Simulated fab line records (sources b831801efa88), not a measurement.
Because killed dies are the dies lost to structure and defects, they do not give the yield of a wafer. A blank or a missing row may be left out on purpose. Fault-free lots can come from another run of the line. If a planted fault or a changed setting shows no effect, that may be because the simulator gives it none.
fab line records	flow sky130
record: lots: 24	wafers: 72	last-day: 51
route steps=708 shown FIELD_ISO@26 PWDE@55 NWELL@67 GATE_OXIDE@200 LDD_HVP@287
lots that met no fault: taken from a fault-free run of the same line
start-h: hours from the record's opening day to when the first of the lot's shown wafers began	wait-h: hours elapsed since this lot's preceding step	" same as the row above	L1.1+2: a single row standing in for several wafers	- no value present, or no start provided	* or withheld: withheld	< > ~ a bound
route shown NAME@n: names a module that has steps shown in the file, with the first one's number in the route	usual: mean and standard deviation over wafers with no fault	same: alike in all rows	chamber/n: place in a boat	sites: each site's reading	_std_site: their standard deviation	_edge_site: the outer-site mean with the inner-site mean subtracted	radius-mm: how far each site lies from the wafer's centre	mask NAME#n: copy n	behind: the last tool/chamber to shape the wafer	hold: reason for holding the lot/hours on hold/outcome of the hold	device: names the non-switching transistor (n, p or np)	end of line: the route-end tests of the same wafers	step lacking rows: just its recipe	killed: not the wafer's yield, but the dies lost to structure and defects at the first sort	map: the dies of a wafer, with x for killed, . for not killed, _ for no die there
set.NAME: setting as actually run; set.NAME@STEP: the setting as run at that earlier step	model.NAME: the simulator's own value behind a step, which no gauge read
steps of the route over a sample of lots; a table a step, a row a wafer
services: the hour from which a tool's chamber was out of use, counted from the record's first day as start-h (under 0 if before that day), plus the number of hours and why
== steps ==
step: SKY_FIELD_ISO_THK_MEAS_25
recipe: reads: SiO2_of_FIELD_ISO_CVD_24
usual: FIELD_ISO_CVD_24_THK: 593/7.5
lot.wafer	tool	chamber	start-h	wait-h	FIELD_ISO_CVD_24_THK[nm]
L074.2	film-metro-01	-	33.45	0.0	595
L074.3	"	-	"	"	590
L074.4	"	-	"	"	602
L075.3	film-metro-02	-	36.96	0.1	588
L075.5	"	-	"	"	603
L075.6	"	-	"	"	589
L076.3	film-metro-02	-	44.01	0.1	584
L076.4	"	-	"	"	584
L076.5	"	-	"	"	586
L077.2	film-metro-04	-	49.77	0.0	603
L077.3	"	-	"	"	602
L077.6	"	-	"	"	598
L078.3	film-metro-01	-	55.05	0.1	614
L078.4	"	-	"	"	613
L078.5	"	-	"	"	606
L079.1	film-metro-01	-	59.58	0.0	602
L079.2	"	-	"	"	594
L079.4	"	-	"	"	598
L080.4	film-metro-04	-	63.98	0.0	584
L080.5	"	-	"	"	593
L080.6	"	-	"	"	593
L081.1	film-metro-01	-	69.53	0.0	586
L081.3	"	-	"	"	587
L081.6	"	-	"	"	587
L082.3	film-metro-04	-	74.25	0.1	595
L082.4	"	-	"	"	597
L082.6	"	-	"	"	592
L083.1	film-metro-01	-	78.60	0.0	578
L083.2	"	-	"	"	582
L083.5	"	-	"	"	576
L084.2	film-metro-04	-	83.60	0.0	599
L084.5	"	-	"	"	591
L084.6	"	-	"	"	591
L085.1	film-metro-01	-	91.86	0.0	589
L085.4	"	-	"	"	591
L085.6	"	-	"	"	586
L086.1	film-metro-04	-	95.79	0.0	592
L086.2	"	-	"	"	603
L086.5	"	-	"	"	590
L087.2	film-metro-01	-	98.67	0.0	590
L087.4	"	-	"	"	591
L087.5	"	-	"	"	586
L088.2	film-metro-02	-	104.35	0.0	590
L088.3	"	-	"	"	581
L088.5	"	-	"	"	582
L089.2	film-metro-01	-	110.88	0.0	587
L089.3	"	-	"	"	584
L089.6	"	-	"	"	583
L090.1	film-metro-01	-	116.83	0.1	595
L090.4	"	-	"	"	593
L090.5	"	-	"	"	593
L091.1	film-metro-02	-	119.59	0.0	593
L091.2	"	-	"	"	604
L091.4	"	-	"	"	605
L092.3	film-metro-01	-	127.02	0.1	591
L092.5	"	-	"	"	587
L092.6	"	-	"	"	593
L093.2	film-metro-04	-	129.74	0.1	584
L093.4	"	-	"	"	599
L093.5	"	-	"	"	597
L094.1	film-metro-02	-	135.55	0.1	601
L094.4	"	-	"	"	605
L094.6	"	-	"	"	600
L095.1	film-metro-04	-	141.00	0.0	590
L095.4	"	-	"	"	595
L095.6	"	-	"	"	591
L096.1	film-metro-04	-	148.77	0.0	590
L096.3	"	-	"	"	587
L096.5	"	-	"	"	587
L097.2	film-metro-01	-	155.55	0.0	589
L097.4	"	-	"	"	598
L097.6	"	-	"	"	595
step: SKY_PWDE_TW_MEAS_10
usual: PWDE_TW: 372/3.7
lot.wafer	tool	chamber	start-h	wait-h	PWDE_TW
L074.2	film-metro-03	-	74.02	0.1	374
L074.3	"	-	"	"	373
L074.4	"	-	"	"	374
L075.3	film-metro-03	-	76.07	0.1	373
L075.5	"	-	"	"	375
L075.6	"	-	"	"	373
L076.3	film-metro-03	-	85.32	0.1	373
L076.4	"	-	"	"	376
L076.5	"	-	"	"	375
L077.2	film-metro-02	-	90.52	0.1	368
L077.3	"	-	"	"	369
L077.6	"	-	"	"	367
L078.3	film-metro-02	-	94.52	0.1	370
L078.4	"	-	"	"	369
L078.5	"	-	"	"	371
L079.1	film-metro-04	-	100.00	0.1	374
L079.2	"	-	"	"	373
L079.4	"	-	"	"	375
L080.4	film-metro-02	-	104.83	0.1	367
L080.5	"	-	"	"	366
L080.6	"	-	"	"	369
L081.1	film-metro-02	-	109.05	0.1	365
L081.3	"	-	"	"	370
L081.6	"	-	"	"	365
L082.3	film-metro-03	-	114.32	0.1	377
L082.4	"	-	"	"	377
L082.6	"	-	"	"	379
L083.1	film-metro-03	-	119.05	0.1	377
L083.2	"	-	"	"	376
L083.5	"	-	"	"	378
L084.2	film-metro-03	-	124.52	0.1	375
L084.5	"	-	"	"	373
L084.6	"	-	"	"	371
L085.1	film-metro-02	-	134.50	0.1	367
L085.4	"	-	"	"	366
L085.6	"	-	"	"	370
L086.1	film-metro-02	-	136.65	0.1	367
L086.2	"	-	"	"	368
L086.5	"	-	"	"	366
L087.2	film-metro-02	-	141.21	0.1	368
L087.4	"	-	"	"	368
L087.5	"	-	"	"	370
L088.2	film-metro-03	-	148.11	0.1	373
L088.3	"	-	"	"	373
L088.5	"	-	"	"	374
L089.2	film-metro-04	-	154.32	0.1	375
L089.3	"	-	"	"	373
L089.6	"	-	"	"	373
L090.1	film-metro-03	-	160.60	0.1	374
L090.4	"	-	"	"	372
L090.5	"	-	"	"	376
L091.1	film-metro-04	-	168.00	0.1	376
L091.2	"	-	"	"	377
L091.4	"	-	"	"	373
L092.3	film-metro-02	-	173.63	0.1	368
L092.5	"	-	"	"	366
L092.6	"	-	"	"	368
L093.2	film-metro-02	-	175.91	0.1	368
L093.4	"	-	"	"	367
L093.5	"	-	"	"	366
L094.1	film-metro-04	-	182.45	0.1	373
L094.4	"	-	"	"	375
L094.6	"	-	"	"	375
L095.1	film-metro-04	-	187.96	0.1	376
L095.4	"	-	"	"	377
L095.6	"	-	"	"	375
L096.1	film-metro-03	-	196.10	0.1	370
L096.3	"	-	"	"	373
L096.5	"	-	"	"	373
L097.2	film-metro-02	-	203.62	0.1	371
L097.4	"	-	"	"	369
L097.6	"	-	"	"	371
step: SKY_NWELL_STRIP_14
recipe: chemistry: O2/N2	power-w: 1400	pressure-mtorr: 1500	platen-temp-c: withheld	o2-flow-sccm: 3000	n2-flow-sccm: 300	overash-fraction: 0.5
usual: drypump-motor-current-A: 5.6/0.3	oes-product-au: 0.722/0.0046	strip-time-to-endpoint-s: 36.89/0.095
lot.wafer	tool	chamber	start-h	wait-h	drypump-motor-current-A	oes-product-au	rf-hours-counter-h	strip-time-to-endpoint-s
L074.2	plasma-asher-02	1	92.30	0.1	5.6	0.718	28	36.92
L074.3	"	0	"	"	6.1	0.722	-	36.89
L074.4	"	1	"	"	5.6	0.723	-	36.85
L075.3	plasma-asher-02	1	92.99	0.1	5.6	0.719	-	36.85
L075.5	"	0	"	"	6.1	0.713	-	36.86
L075.6	"	1	"	"	5.6	0.724	-	36.75
L076.3	plasma-asher-02	0	102.83	0.1	6.0	0.721	-	36.80
L076.4	"	1	"	"	5.6	0.729	-	36.70
L076.5	"	0	"	"	6.0	0.720	-	36.82
L077.2	plasma-asher-03	0	108.36	0.1	5.3	0.726	42	36.81
L077.3	"	1	"	"	5.6	0.720	-	36.88
L077.6	"	0	"	"	5.3	0.725	-	36.90
L078.3	plasma-asher-02	0	112.81	0.1	6.1	0.725	-	36.86
L078.4	"	1	"	"	5.6	0.720	-	37.05
L078.5	"	0	"	"	6.1	0.719	-	37.00
L079.1	plasma-asher-02	1	118.37	0.1	5.6	0.728	31	36.84
L079.2	"	0	"	"	6.1	0.726	31	36.97
L079.4	"	1	"	"	5.6	0.727	-	36.92
L080.4	plasma-asher-02	1	122.79	0.1	5.6	0.722	-	36.97
L080.5	"	1	"	"	5.6	0.726	-	36.90
L080.6	"	0	"	"	6.1	0.721	-	36.84
L081.1	plasma-asher-02	0	128.05	0.1	6.1	0.722	32	36.85
L081.3	"	1	"	"	5.6	0.716	-	36.89
L081.6	"	0	"	"	6.1	0.718	-	36.92
L082.3	plasma-asher-03	1	133.93	0.1	5.6	0.726	-	36.82
L082.4	"	0	"	"	5.3	0.723	-	36.68
L082.6	"	1	"	"	5.6	0.722	-	36.88
L083.1	plasma-asher-04	1	138.62	0.1	5.9	0.730	43	37.04
L083.2	"	0	"	"	5.2	0.729	43	37.02
L083.5	"	0	"	"	5.2	0.728	-	37.05
L084.2	plasma-asher-04	1	144.01	0.1	5.8	0.720	43	36.76
L084.5	"	1	"	"	5.8	0.729	-	36.93
L084.6	"	0	"	"	5.2	0.726	-	36.77
L085.1	plasma-asher-03	1	155.02	0.1	5.6	0.721	3	37.10
L085.4	"	0	"	"	5.3	0.724	-	36.93
L085.6	"	0	"	"	5.3	0.723	-	36.95
L086.1	plasma-asher-02	0	156.70	0.1	6.1	0.716	35	36.91
L086.2	"	1	"	"	5.6	0.717	35	36.86
L086.5	"	0	"	"	6.1	0.733	-	37.07
L087.2	plasma-asher-04	1	161.76	0.1	5.9	0.720	45	36.89
L087.4	"	0	"	"	5.1	0.730	-	36.81
L087.5	"	0	"	"	5.2	0.729	-	36.77
L088.2	plasma-asher-04	1	169.11	0.1	5.9	0.719	45	36.99
L088.3	"	1	"	"	5.8	0.723	-	36.97
L088.5	"	1	"	"	5.9	0.711	-	36.98
L089.2	plasma-asher-03	1	174.96	0.1	5.6	0.724	5	36.74
L089.3	"	1	"	"	5.6	0.729	-	36.78
L089.6	"	0	"	"	5.3	0.722	-	36.93
L090.1	plasma-asher-02	1	181.91	0.1	5.6	0.721	37	37.00
L090.4	"	0	"	"	6.1	0.719	-	36.90
L090.5	"	0	"	"	6.1	0.715	-	37.01
L091.1	plasma-asher-03	0	189.45	0.1	5.3	0.715	6	36.73
L091.2	"	1	"	"	5.6	0.727	6	36.80
L091.4	"	0	"	"	5.3	0.721	-	36.89
L092.3	plasma-asher-02	1	195.98	0.1	5.6	0.720	-	36.75
L092.5	"	1	"	"	5.6	0.724	-	36.81
L092.6	"	0	"	"	6.1	0.726	-	36.85
L093.2	plasma-asher-03	1	197.67	0.1	5.6	0.720	7	36.78
L093.4	"	1	"	"	5.6	0.726	-	36.95
L093.5	"	1	"	"	5.6	0.715	-	36.79
L094.1	plasma-asher-04	0	205.07	0.1	5.2	0.712	49	36.80
L094.4	"	1	"	"	5.9	0.721	-	36.83
L094.6	"	1	"	"	5.9	0.727	-	36.73
L095.1	plasma-asher-03	0	210.90	0.1	5.3	0.730	8	36.89
L095.4	"	0	"	"	5.3	0.728	-	37.09
L095.6	"	1	"	"	5.6	0.722	-	36.94
L096.1	plasma-asher-02	0	219.55	0.1	6.1	0.722	41	36.89
L096.3	"	0	"	"	6.1	0.723	-	36.87
L096.5	"	0	"	"	6.1	0.726	-	36.94
L097.2	plasma-asher-03	0	227.60	0.1	5.3	0.715	10	36.91
L097.4	"	1	"	"	5.6	0.723	-	36.80
L097.6	"	1	"	"	5.6	0.724	-	36.92
step: SKY_GATE_OXIDE_STRIP_13
recipe: chemistry: O2/N2	power-w: 1400	pressure-mtorr: 1500	platen-temp-c: withheld	o2-flow-sccm: 3000	n2-flow-sccm: 300	overash-fraction: 0.5
usual: drypump-motor-current-A: 5.73/0.26	oes-product-au: 0.716/0.0043	strip-time-to-endpoint-s: 14.17/0.038
lot.wafer	tool	chamber	start-h	wait-h	drypump-motor-current-A	oes-product-au	rf-hours-counter-h	strip-time-to-endpoint-s
L074.2	plasma-asher-01	0	325.70	0.0	5.99	0.718	62	14.10
L074.3	"	1	"	"	5.78	0.723	-	14.13
L074.4	"	0	"	"	5.98	0.723	-	14.13
L075.3	plasma-asher-01	0	329.86	0.0	5.99	0.721	-	14.11
L075.5	"	1	"	"	5.80	0.717	-	14.16
L075.6	"	0	"	"	6.01	0.718	-	14.16
L076.3	plasma-asher-03	0	341.64	0.0	5.32	0.716	-	14.20
L076.4	"	1	"	"	5.58	0.719	-	14.18
L076.5	"	0	"	"	5.29	0.713	-	14.19
L077.2	plasma-asher-03	1	351.86	0.0	5.59	0.722	21	14.14
L077.3	"	0	"	"	5.31	0.709	-	14.18
L077.6	"	0	"	"	5.30	0.710	-	14.20
L078.3	plasma-asher-02	1	358.61	0.0	5.60	0.716	-	14.09
L078.4	"	0	"	"	6.08	0.711	-	14.12
L078.5	"	1	"	"	5.62	0.716	-	14.10
L079.1	plasma-asher-03	0	367.86	0.0	5.31	0.715	22	14.23
L079.2	"	1	"	"	5.60	0.713	22	14.18
L079.4	"	0	"	"	5.33	0.721	-	14.20
L080.4	plasma-asher-02	1	372.09	0.0	5.63	0.717	-	14.18
L080.5	"	1	"	"	5.62	0.713	-	14.15
L080.6	"	0	"	"	6.07	0.716	-	14.17
L081.1	plasma-asher-02	1	382.65	0.0	5.59	0.718	57	14.16
L081.3	"	1	"	"	5.60	0.716	-	14.14
L081.6	"	1	"	"	5.61	0.724	-	14.19
L082.3	plasma-asher-03	0	393.29	0.0	5.35	0.718	-	14.22
L082.4	"	1	"	"	5.62	0.710	-	14.15
L082.6	"	0	"	"	5.33	0.718	-	14.23
L083.1	plasma-asher-01	0	398.65	0.0	6.00	0.716	70	14.16
L083.2	"	1	"	"	5.77	0.716	70	14.18
L083.5	"	1	"	"	5.76	0.718	-	14.16
L084.2	plasma-asher-02	1	405.01	0.0	5.62	0.716	59	14.19
L084.5	"	0	"	"	6.07	0.727	-	14.14
L084.6	"	1	"	"	5.59	0.723	-	14.18
L085.1	plasma-asher-03	1	419.03	0.0	5.62	0.719	27	14.20
L085.4	"	0	"	"	5.35	0.717	-	14.20
L085.6	"	1	"	"	5.59	0.716	-	14.20
L086.1	plasma-asher-03	1	419.67	0.0	5.62	0.710	27	14.13
L086.2	"	0	"	"	5.30	0.718	27	14.19
L086.5	"	0	"	"	5.27	0.724	-	14.15
L087.2	plasma-asher-01	0	430.46	0.0	6.00	0.718	73	14.20
L087.4	"	0	"	"	5.99	0.708	-	14.18
L087.5	"	0	"	"	5.98	0.718	-	14.17
L088.2	plasma-asher-01	1	442.27	0.0	5.76	0.714	74	14.25
L088.3	"	1	"	"	5.79	0.716	-	14.15
L088.5	"	0	"	"	5.99	0.713	-	14.21
L089.2	plasma-asher-02	1	449.43	0.0	5.62	0.711	64	14.24
L089.3	"	1	"	"	5.61	0.711	-	14.19
L089.6	"	1	"	"	5.61	0.721	-	14.23
L090.1	plasma-asher-01	1	458.69	0.0	5.81	0.715	76	14.11
L090.4	"	1	"	"	5.82	0.717	-	14.12
L090.5	"	1	"	"	5.83	0.715	-	14.15
L091.1	plasma-asher-02	1	470.02	0.0	5.63	0.716	66	14.15
L091.2	"	0	"	"	6.01	0.712	66	14.18
L091.4	"	1	"	"	5.63	0.715	-	14.16
L092.3	plasma-asher-02	1	480.39	0.0	5.62	0.717	-	14.16
L092.5	"	1	"	"	5.59	0.719	-	14.20
L092.6	"	0	"	"	6.08	0.711	-	14.25
L093.2	plasma-asher-01	0	482.73	0.0	6.00	0.716	79	14.18
L093.4	"	1	"	"	5.77	0.711	-	14.19
L093.5	"	0	"	"	5.99	0.715	-	14.14
L094.1	plasma-asher-02	1	489.72	0.0	5.60	0.712	68	14.17
L094.4	"	1	"	"	5.62	0.715	-	14.21
L094.6	"	0	"	"	6.14	0.721	-	14.20
L095.1	plasma-asher-03	0	497.61	0.0	5.32	0.711	35	14.15
L095.4	"	0	"	"	5.30	0.722	-	14.12
L095.6	"	0	"	"	5.30	0.717	-	14.17
L096.1	plasma-asher-03	1	510.07	0.0	5.60	0.724	36	14.17
L096.3	"	0	"	"	5.29	0.714	-	14.21
L096.5	"	1	"	"	5.62	0.722	-	14.14
L097.2	plasma-asher-01	1	518.97	0.0	5.78	0.717	82	14.12
L097.4	"	1	"	"	5.79	0.722	-	14.15
L097.6	"	0	"	"	6.02	0.716	-	14.11
step: SKY_LDD_HVP_STRIP_09
recipe: chemistry: O2/N2	power-w: 1400	pressure-mtorr: 1500	platen-temp-c: withheld	o2-flow-sccm: 3000	n2-flow-sccm: 300	overash-fraction: 0.5
usual: drypump-motor-current-A: 5.61/0.29	oes-product-au: 0.409/0.0043	strip-time-to-endpoint-s: 4.139/0.014
lot.wafer	tool	chamber	start-h	wait-h	drypump-motor-current-A	oes-product-au	rf-hours-counter-h	strip-time-to-endpoint-s
L074.2	plasma-asher-03	0	514.70	0.1	5.32	0.415	37	4.116
L074.3	"	0	"	"	5.30	0.406	-	4.119
L074.4	"	1	"	"	5.61	0.412	-	4.141
L075.3	plasma-asher-03	0	519.21	0.1	5.29	0.414	-	4.179
L075.5	"	1	"	"	5.61	0.413	-	4.154
L075.6	"	0	"	"	5.31	0.413	-	4.141
L076.3	plasma-asher-04	0	533.66	0.1	5.16	0.406	-	4.151
L076.4	"	1	"	"	5.86	0.406	-	4.123
L076.5	"	1	"	"	5.87	0.410	-	4.115
L077.2	plasma-asher-01	1	543.82	0.1	5.77	0.404	84	4.125
L077.3	"	1	"	"	5.79	0.404	-	4.115
L077.6	"	1	"	"	5.79	0.409	-	4.124
L078.3	plasma-asher-01	1	549.83	0.1	5.81	0.413	-	4.165
L078.4	"	0	"	"	5.98	0.415	-	4.150
L078.5	"	1	"	"	5.77	0.419	-	4.147
L079.1	plasma-asher-04	1	558.37	0.1	5.81	0.401	12	4.118
L079.2	"	0	"	"	5.16	0.404	12	4.129
L079.4	"	1	"	"	5.85	0.410	-	4.129
L080.4	plasma-asher-03	1	565.88	0.1	5.61	0.406	-	4.118
L080.5	"	1	"	"	5.61	0.409	-	4.122
L080.6	"	0	"	"	5.31	0.409	-	4.152
L081.1	plasma-asher-04	1	577.45	0.1	5.86	0.401	14	4.135
L081.3	"	1	"	"	5.88	0.405	-	4.128
L081.6	"	1	"	"	5.86	0.411	-	4.125
L082.3	plasma-asher-04	0	586.73	0.1	5.17	0.411	-	4.138
L082.4	"	1	"	"	5.84	0.407	-	4.124
L082.6	"	0	"	"	5.17	0.408	-	4.148
L083.1	plasma-asher-01	1	590.40	0.1	5.82	0.414	91	4.137
L083.2	"	0	"	"	5.98	0.408	91	4.153
L083.5	"	1	"	"	5.79	0.406	-	4.139
L084.2	plasma-asher-03	1	599.37	0.1	5.60	0.411	46	4.128
L084.5	"	1	"	"	5.61	0.410	-	4.163
L084.6	"	0	"	"	5.34	0.410	-	4.138
L085.1	plasma-asher-04	0	611.55	0.1	5.16	0.408	17	4.159
L085.4	"	1	"	"	5.84	0.409	-	4.137
L085.6	"	0	"	"	5.18	0.407	-	4.145
L086.1	plasma-asher-03	0	612.45	0.1	5.33	0.410	47	4.155
L086.2	"	1	"	"	5.59	0.408	47	4.137
L086.5	"	1	"	"	5.62	0.409	-	4.153
L087.2	plasma-asher-01	1	630.99	0.1	5.81	0.410	95	4.143
L087.4	"	1	"	"	5.82	0.405	-	4.143
L087.5	"	1	"	"	5.78	0.416	-	4.164
L088.2	plasma-asher-01	0	634.25	0.1	5.97	0.411	95	4.130
L088.3	"	1	"	"	5.81	0.410	-	4.148
L088.5	"	1	"	"	5.79	0.416	-	4.118
L089.2	plasma-asher-01	1	638.60	0.1	5.78	0.405	96	4.134
L089.3	"	0	"	"	5.99	0.406	-	4.141
L089.6	"	0	"	"	6.00	0.413	-	4.137
L090.1	plasma-asher-03	1	646.34	0.1	5.62	0.406	51	4.127
L090.4	"	1	"	"	5.61	0.408	-	4.136
L090.5	"	0	"	"	5.34	0.415	-	4.143
L091.1	plasma-asher-04	1	657.84	0.1	5.88	0.399	21	4.139
L091.2	"	0	"	"	5.18	0.404	21	4.164
L091.4	"	0	"	"	5.19	0.410	-	4.155
L092.3	plasma-asher-04	1	669.83	0.1	5.84	0.408	-	4.136
L092.5	"	1	"	"	5.86	0.413	-	4.144
L092.6	"	0	"	"	5.18	0.413	-	4.151
L093.2	plasma-asher-01	0	672.79	0.1	5.97	0.411	99	4.190
L093.4	"	0	"	"	5.98	0.404	-	4.158
L093.5	"	1	"	"	5.82	0.410	-	4.144
L094.1	plasma-asher-03	0	675.85	0.1	5.36	0.406	54	4.127
L094.4	"	1	"	"	5.59	0.400	-	4.132
L094.6	"	1	"	"	5.61	0.416	-	4.132
L095.1	plasma-asher-04	0	682.59	0.1	5.15	0.400	23	4.122
L095.4	"	1	"	"	5.86	0.406	-	4.120
L095.6	"	1	"	"	5.84	0.411	-	4.131
L096.1	plasma-asher-03	0	696.12	0.1	5.34	0.412	55	4.149
L096.3	"	1	"	"	5.61	0.405	-	4.152
L096.5	"	0	"	"	5.33	0.408	-	4.149
L097.2	plasma-asher-04	0	704.52	0.1	5.19	0.413	25	4.139
L097.4	"	1	"	"	5.85	0.407	-	4.111
L097.6	"	1	"	"	5.87	0.398	-	4.134
step: SKY_LDD_HVP_TW_MEAS_10
usual: LDD_HVP_TW: 454/3.1
lot.wafer	tool	chamber	start-h	wait-h	LDD_HVP_TW
L074.2	film-metro-03	-	514.81	0.1	457
L074.3	"	-	"	"	458
L074.4	"	-	"	"	459
L075.3	film-metro-02	-	519.29	0.1	452
L075.5	"	-	"	"	454
L075.6	"	-	"	"	453
L076.3	film-metro-01	-	533.74	0.1	455
L076.4	"	-	"	"	457
L076.5	"	-	"	"	456
L077.2	film-metro-02	-	543.93	0.1	451
L077.3	"	-	"	"	453
L077.6	"	-	"	"	450
L078.3	film-metro-03	-	549.91	0.1	456
L078.4	"	-	"	"	456
L078.5	"	-	"	"	458
L079.1	film-metro-03	-	558.47	0.1	456
L079.2	"	-	"	"	455
L079.4	"	-	"	"	454
L080.4	film-metro-02	-	565.97	0.1	451
L080.5	"	-	"	"	450
L080.6	"	-	"	"	452
L081.1	film-metro-02	-	577.55	0.1	449
L081.3	"	-	"	"	451
L081.6	"	-	"	"	449
L082.3	film-metro-02	-	586.81	0.1	451
L082.4	"	-	"	"	450
L082.6	"	-	"	"	451
L083.1	film-metro-03	-	590.50	0.1	457
L083.2	"	-	"	"	456
L083.5	"	-	"	"	458
L084.2	film-metro-03	-	599.48	0.1	463
L084.5	"	-	"	"	459
L084.6	"	-	"	"	459
L085.1	film-metro-03	-	611.65	0.1	460
L085.4	"	-	"	"	457
L085.6	"	-	"	"	459
L086.1	film-metro-02	-	612.55	0.1	450
L086.2	"	-	"	"	453
L086.5	"	-	"	"	452
L087.2	film-metro-01	-	631.10	0.1	458
L087.4	"	-	"	"	457
L087.5	"	-	"	"	458
L088.2	film-metro-02	-	634.36	0.1	452
L088.3	"	-	"	"	451
L088.5	"	-	"	"	454
L089.2	film-metro-03	-	638.71	0.1	452
L089.3	"	-	"	"	452
L089.6	"	-	"	"	451
L090.1	film-metro-03	-	646.44	0.1	454
L090.4	"	-	"	"	453
L090.5	"	-	"	"	450
L091.1	film-metro-01	-	657.94	0.1	459
L091.2	"	-	"	"	458
L091.4	"	-	"	"	457
L092.3	film-metro-03	-	669.91	0.1	454
L092.5	"	-	"	"	455
L092.6	"	-	"	"	453
L093.2	film-metro-01	-	672.90	0.1	455
L093.4	"	-	"	"	455
L093.5	"	-	"	"	456
L094.1	film-metro-01	-	675.95	0.1	459
L094.4	"	-	"	"	456
L094.6	"	-	"	"	457
L095.1	film-metro-03	-	682.69	0.1	454
L095.4	"	-	"	"	454
L095.6	"	-	"	"	453
L096.1	film-metro-02	-	696.22	0.1	452
L096.3	"	-	"	"	451
L096.5	"	-	"	"	453
L097.2	film-metro-03	-	704.63	0.1	454
L097.4	"	-	"	"	455
L097.6	"	-	"	"	454
== services ==
tool	chamber	start-h	hours	kind
plasma-asher-04	-	106.58	6.5	repair
plasma-asher-03	-	108.75	9.0	pm
plasma-asher-03	0	108.75	9.0	vent-cycle
plasma-asher-03	1	108.75	9.0	vent-cycle
plasma-asher-01	-	112.47	1.7	repair
plasma-asher-04	-	113.67	3.4	repair
plasma-asher-03	0	117.75	-	clean
plasma-asher-03	-	232.66	1.1	repair
plasma-asher-03	-	263.08	4.1	repair
plasma-asher-03	-	289.54	9.0	repair
plasma-asher-04	-	300.90	3.5	repair
plasma-asher-04	-	341.31	3.1	repair
plasma-asher-04	-	421.25	9.0	pm
plasma-asher-01	-	440.75	0.7	repair
plasma-asher-03	-	479.56	3.4	repair
plasma-asher-04	-	501.05	6.6	repair
plasma-asher-04	-	548.09	2.8	pm
plasma-asher-03	-	557.30	4.6	repair
plasma-asher-02	-	560.83	20.5	repair
plasma-asher-04	-	561.97	4.4	repair
plasma-asher-04	-	589.83	4.6	repair
plasma-asher-04	-	613.68	8.3	repair
plasma-asher-02	-	669.32	1.7	repair
plasma-asher-04	-	694.38	2.0	repair
== key ==
fault none
